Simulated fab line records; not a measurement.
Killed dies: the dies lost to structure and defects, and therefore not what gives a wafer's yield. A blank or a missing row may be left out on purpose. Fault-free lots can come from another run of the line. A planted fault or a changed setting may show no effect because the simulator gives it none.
The tool behind it: which one? :: flow gf180mcu :: Sampling: 14 lots, 42 wafers, 5 of 602 route steps

WHAT THE GAUGES READ, wafer by wafer
GF_HV_LDD_OVL_MEAS_47. Usual: for HV_LDD_03_OVL the level is 0.2 nm and the standard deviation is 1.1.
lot: L939
measured: day 12 18:39
on: overlay-02
HV_LDD_03_OVL (nm): -0.7 -1.7 -0.8
flag: 

lot: L941
measured: day 13 02:59
on: overlay-02
HV_LDD_03_OVL (nm): -0.7 -0.2 -1.1
flag: 

lot: L940
measured: day 13 08:56
on: overlay-02
HV_LDD_03_OVL (nm): -1.1 -0.2 -0.1
flag: 

lot: L943
measured: day 13 22:59
on: overlay-01
HV_LDD_03_OVL (nm): 0.8 0.2 -0.2
flag: 

lot: L944
measured: day 14 02:51
on: overlay-01
HV_LDD_03_OVL (nm): 0.2 1.4 0.7
flag: 

lot: L947
measured: day 14 14:43
on: overlay-02
HV_LDD_03_OVL (nm): -0.3 -0.5 -0.1
flag: 

lot: L948
measured: day 15 08:01
on: overlay-02
HV_LDD_03_OVL (nm): -1.0 -2.3 -1.7
flag: 

lot: L949
measured: day 15 20:35
on: overlay-02
HV_LDD_03_OVL (nm): 0.0 0.8 0.3
flag: 

lot: L952
measured: day 16 23:34
on: overlay-01
HV_LDD_03_OVL (nm): 0.8 1.4 2.4
flag: 

lot: L956
measured: day 18 05:56
on: overlay-01
HV_LDD_03_OVL (nm): 2.4 0.7 1.2
flag: 

lot: L957
measured: day 18 07:06
on: overlay-02
HV_LDD_03_OVL (nm): 0.3 1.3 1.6
flag: 

lot: L958
measured: day 18 19:45
on: overlay-01
HV_LDD_03_OVL (nm): 1.2 0.7 0.5
flag: 

lot: L961
measured: day 19 16:39
on: overlay-02
HV_LDD_03_OVL (nm): 1.6 -0.3 0.7
flag: 

lot: L962
measured: day 19 23:44
on: overlay-01
HV_LDD_03_OVL (nm): 1.1 -1.2 0.4
flag: 

GF_HV_LDD_TW_MEAS_50. Usual: for HV_LDD_4_TW the level is 568 and the standard deviation is 8.6.
lot: L939
measured: day 12 18:56
on: film-metro-02
HV_LDD_4_TW: 578 578 578
flag: 

lot: L941
measured: day 13 03:16
on: film-metro-02
HV_LDD_4_TW: 577 577 577
flag: 

lot: L940
measured: day 13 09:13
on: film-metro-02
HV_LDD_4_TW: 579 577 577
flag: 

lot: L943
measured: day 13 23:17
on: film-metro-01
HV_LDD_4_TW: 576 574 572
flag: 

lot: L944
measured: day 14 03:08
on: film-metro-04
HV_LDD_4_TW: 556 557 560
flag: 

lot: L947
measured: day 14 15:00
on: film-metro-01
HV_LDD_4_TW: 571 569 571
flag: 

lot: L948
measured: day 15 08:18
on: film-metro-04
HV_LDD_4_TW: 554 556 556
flag: 

lot: L949
measured: day 15 20:53
on: film-metro-04
HV_LDD_4_TW: 559 553 556
flag: 

lot: L952
measured: day 16 23:51
on: film-metro-01
HV_LDD_4_TW: 572 571 572
flag: 

lot: L956
measured: day 18 06:14
on: film-metro-02
HV_LDD_4_TW: 574 579 575
flag: 

lot: L957
measured: day 18 07:23
on: film-metro-04
HV_LDD_4_TW: 678 678 680
flag: OFF

lot: L958
measured: day 18 20:02
on: film-metro-04
HV_LDD_4_TW: 678 678 677
flag: OFF

lot: L961
measured: day 19 16:56
on: film-metro-01
HV_LDD_4_TW: 564 567 567
flag: 

lot: L962
measured: day 20 00:01
on: film-metro-01
HV_LDD_4_TW: 570 570 567
flag: 

GF_NSD_CD_MEAS_07: target cd 400 nm. Usual: 399.8 nm for cd-nm, sd 2.6.
lot: L939
measured: day 13 17:19
on: cd-sem-01
cd-nm (nm): 401.0 401.1 400.3
flag: 

lot: L941
measured: day 14 03:13
on: cd-sem-02
cd-nm (nm): 399.4 401.3 401.6
flag: 

lot: L940
measured: day 14 07:58
on: cd-sem-01
cd-nm (nm): 394.5 392.6 394.9
flag: 

lot: L943
measured: day 14 23:58
on: cd-sem-02
cd-nm (nm): 405.9 403.9 402.6
flag: 

lot: L944
measured: day 15 02:44
on: cd-sem-02
cd-nm (nm): 401.8 401.3 405.8
flag: 

lot: L947
measured: day 15 15:31
on: cd-sem-01
cd-nm (nm): 401.3 399.9 400.9
flag: 

lot: L948
measured: day 16 09:09
on: cd-sem-02
cd-nm (nm): 400.6 401.8 400.7
flag: 

lot: L949
measured: day 16 22:21
on: cd-sem-01
cd-nm (nm): 400.7 399.4 399.2
flag: 

lot: L952
measured: day 18 01:56
on: cd-sem-01
cd-nm (nm): 397.7 396.8 398.8
flag: 

lot: L956
measured: day 19 08:52
on: cd-sem-02
cd-nm (nm): 397.3 397.0 400.0
flag: 

lot: L957
measured: day 19 13:00
on: cd-sem-01
cd-nm (nm): 396.6 396.9 397.7
flag: 

lot: L958
measured: day 20 00:01
on: cd-sem-02
cd-nm (nm): 399.1 393.1 396.2
flag: 

lot: L961
measured: day 20 20:16
on: cd-sem-01
cd-nm (nm): 398.4 397.4 399.6
flag: 

lot: L962
measured: day 21 03:19
on: cd-sem-01
cd-nm (nm): 402.3 401.6 400.2
flag: 

WHICH TOOL RAN EACH LOT (tool, then ch and the chambers of the sampled wafers, then the start)
lot: L939
GF_HV_LDD_IMPLANT_48: implanter-04 ch 0, day 12 18:43
GF_HV_LDD_RTA_52: rtp-anneal-01 ch 0, day 12 19:06

lot: L941
GF_HV_LDD_IMPLANT_48: implanter-04 ch 0, day 13 03:01
GF_HV_LDD_RTA_52: rtp-anneal-02 ch 0, day 13 03:26

lot: L940
GF_HV_LDD_IMPLANT_48: implanter-03 ch 0, day 13 08:58
GF_HV_LDD_RTA_52: rtp-anneal-01 ch 0, day 13 09:20

lot: L943
GF_HV_LDD_IMPLANT_48: implanter-04 ch 0, day 13 23:02
GF_HV_LDD_RTA_52: rtp-anneal-01 ch 0, day 13 23:23

lot: L944
GF_HV_LDD_IMPLANT_48: implanter-01 ch 0, day 14 02:53
GF_HV_LDD_RTA_52: rtp-anneal-02 ch 0, day 14 03:15

lot: L947
GF_HV_LDD_IMPLANT_48: implanter-04 ch 0, day 14 14:47
GF_HV_LDD_RTA_52: rtp-anneal-01 ch 0, day 14 15:07

lot: L948
GF_HV_LDD_IMPLANT_48: implanter-04 ch 0, day 15 08:05
GF_HV_LDD_RTA_52: rtp-anneal-01 ch 0, day 15 08:25

lot: L949
GF_HV_LDD_IMPLANT_48: implanter-03 ch 0, day 15 20:38
GF_HV_LDD_RTA_52: rtp-anneal-02 ch 0, day 15 20:59

lot: L952
GF_HV_LDD_IMPLANT_48: implanter-03 ch 0, day 16 23:37
GF_HV_LDD_RTA_52: rtp-anneal-01 ch 0, day 16 23:58

lot: L956
GF_HV_LDD_IMPLANT_48: implanter-04 ch 0, day 18 06:01
GF_HV_LDD_RTA_52: rtp-anneal-02 ch 0, day 18 06:22

lot: L957
GF_HV_LDD_IMPLANT_48: implanter-04 ch 0, day 18 07:09
GF_HV_LDD_RTA_52: rtp-anneal-01 ch 0, day 18 07:30

lot: L958
GF_HV_LDD_IMPLANT_48: implanter-04 ch 0, day 18 19:47
GF_HV_LDD_RTA_52: rtp-anneal-02 ch 0, day 18 20:09

lot: L961
GF_HV_LDD_IMPLANT_48: implanter-03 ch 0, day 19 16:41
GF_HV_LDD_RTA_52: rtp-anneal-02 ch 0, day 19 17:02

lot: L962
GF_HV_LDD_IMPLANT_48: implanter-03 ch 0, day 19 23:46
GF_HV_LDD_RTA_52: rtp-anneal-01 ch 0, day 20 00:08
- GF_HV_LDD_IMPLANT_48
- GF_HV_LDD_RTA_52: time 10 s.

AS READ BY THE TOOLS THEMSELVES (means over the sampled wafers that have a number; for cases with no such wafer, the mark the record gives instead)
GF_HV_LDD_IMPLANT_48. Usual: dose-ions-cm2 3e+13, standard deviation 3.3e+10; end-station-pressure-torr 5.07e-06 Torr, standard deviation 2.7e-07; faraday-current-uA 169, standard deviation 3.3.
lot: L939
tool: implanter-04
dose-ions-cm2: 3e+13
end-station-pressure-torr (Torr): 5.13e-06
faraday-current-uA: 166
flag: 

lot: L941
tool: implanter-04
dose-ions-cm2: 3e+13
end-station-pressure-torr (Torr): 5.09e-06
faraday-current-uA: 170
flag: 

lot: L940
tool: implanter-03
dose-ions-cm2: 3e+13
end-station-pressure-torr (Torr): 4.90e-06
faraday-current-uA: 168
flag: 

lot: L943
tool: implanter-04
dose-ions-cm2: 3e+13
end-station-pressure-torr (Torr): 5.13e-06
faraday-current-uA: 170
flag: 

lot: L944
tool: implanter-01
dose-ions-cm2: 3e+13
end-station-pressure-torr (Torr): 5.18e-06
faraday-current-uA: 163
flag: 

lot: L947
tool: implanter-04
dose-ions-cm2: 3e+13
end-station-pressure-torr (Torr): 5.31e-06
faraday-current-uA: 170
flag: 

lot: L948
tool: implanter-04
dose-ions-cm2: 3e+13
end-station-pressure-torr (Torr): 5.18e-06
faraday-current-uA: 169
flag: 

lot: L949
tool: implanter-03
dose-ions-cm2: 3e+13
end-station-pressure-torr (Torr): 5.24e-06
faraday-current-uA: 172
flag: 

lot: L952
tool: implanter-03
dose-ions-cm2: 3e+13
end-station-pressure-torr (Torr): 4.99e-06
faraday-current-uA: 172
flag: 

lot: L956
tool: implanter-04
dose-ions-cm2: 3e+13
end-station-pressure-torr (Torr): 4.97e-06
faraday-current-uA: 173
flag: 

lot: L957
tool: implanter-04
dose-ions-cm2: 6e+13
end-station-pressure-torr (Torr): 5.16e-06
faraday-current-uA: 308
flag: OFF

lot: L958
tool: implanter-04
dose-ions-cm2: 6e+13
end-station-pressure-torr (Torr): 5.20e-06
faraday-current-uA: 314
flag: OFF

lot: L961
tool: implanter-03
dose-ions-cm2: 3e+13
end-station-pressure-torr (Torr): 5.09e-06
faraday-current-uA: 168
flag: 

lot: L962
tool: implanter-03
dose-ions-cm2: 3e+13
end-station-pressure-torr (Torr): 5.20e-06
faraday-current-uA: 169
flag: 

GF_HV_LDD_RTA_52. Usual: lamp-power-pct 30.7 %, standard deviation 0.83; wafer_temp_C_max 1005.1, standard deviation 1.6.
lot: L939
tool: rtp-anneal-01
lamp-power-pct (%): 31.6
wafer_temp_C_max: 1003.3
flag: 

lot: L941
tool: rtp-anneal-02
lamp-power-pct (%): 29.9
wafer_temp_C_max: 1005.2
flag: 

lot: L940
tool: rtp-anneal-01
lamp-power-pct (%): 31.6
wafer_temp_C_max: 1004.4
flag: 

lot: L943
tool: rtp-anneal-01
lamp-power-pct (%): 31.6
wafer_temp_C_max: 1003.5
flag: 

lot: L944
tool: rtp-anneal-02
lamp-power-pct (%): 30.0
wafer_temp_C_max: 1005.2
flag: 

lot: L947
tool: rtp-anneal-01
lamp-power-pct (%): 31.6
wafer_temp_C_max: 1003.6
flag: 

lot: L948
tool: rtp-anneal-01
lamp-power-pct (%): 31.6
wafer_temp_C_max: 1004.1
flag: 

lot: L949
tool: rtp-anneal-02
lamp-power-pct (%): 29.9
wafer_temp_C_max: 1006.0
flag: 

lot: L952
tool: rtp-anneal-01
lamp-power-pct (%): 31.6
wafer_temp_C_max: 1003.8
flag: 

lot: L956
tool: rtp-anneal-02
lamp-power-pct (%): 29.9
wafer_temp_C_max: 1005.9
flag: 

lot: L957
tool: rtp-anneal-01
lamp-power-pct (%): 31.6
wafer_temp_C_max: 1004.0
flag: 

lot: L958
tool: rtp-anneal-02
lamp-power-pct (%): 30.0
wafer_temp_C_max: 1006.1
flag: 

lot: L961
tool: rtp-anneal-02
lamp-power-pct (%): 29.9
wafer_temp_C_max: 1006.7
flag: 

lot: L962
tool: rtp-anneal-01
lamp-power-pct (%): 31.6
wafer_temp_C_max: 1003.4
flag: 

THE ANSWER, worked out from the rows above alone
Rule: a lot is off if the mean of its wafers that have a number lies more than 3 standard deviations from the usual mean. A lot without any number at a reading at which 4 lots or more have one is off too. The other lots that the step has rows for count as sound. The gauges are gone through in route order, then the tools' own readings, and for those a lot's mean is taken as printed above. At the first step where some lot is off, the reading lying furthest off is the one used; lots without a number count as furthest.
Off: L957, L958, seen at GF_HV_LDD_TW_MEAS_50 (HV_LDD_4_TW).
If a tool, at a process step before that reading, ran all the lots that are off and no sound lot after the first of them, it fits. The gauges at GF_HV_LDD_TW_MEAS_50 aren't tried: what is off there is off at GF_HV_LDD_IMPLANT_48 too, on other tools, and a gauge's error can't cause that. One candidate fits, namely implanter-04 at GF_HV_LDD_IMPLANT_48. A fault onset in the window from L956 (day 18 06:01, its last sound lot) to L957 (day 18 07:09, its first lot off) fits.
The tool's own readings at GF_HV_LDD_IMPLANT_48 bear it out: on the lots that are off they differ by more than 5 times the standard deviation of the sound lots' means. dose-ions-cm2 reads 6e+13 there against 3e+13 on the sound lots; faraday-current-uA reads 311 there against 169 on the sound lots.

WHAT WAS PUT IN BY THE SIMULATOR
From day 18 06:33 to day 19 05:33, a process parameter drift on implanter-04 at GF_HV_LDD_IMPLANT_48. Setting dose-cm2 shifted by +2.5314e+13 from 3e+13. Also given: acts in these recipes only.
Lots struck among those shown: L957, L958. The rule above reached the same finding.
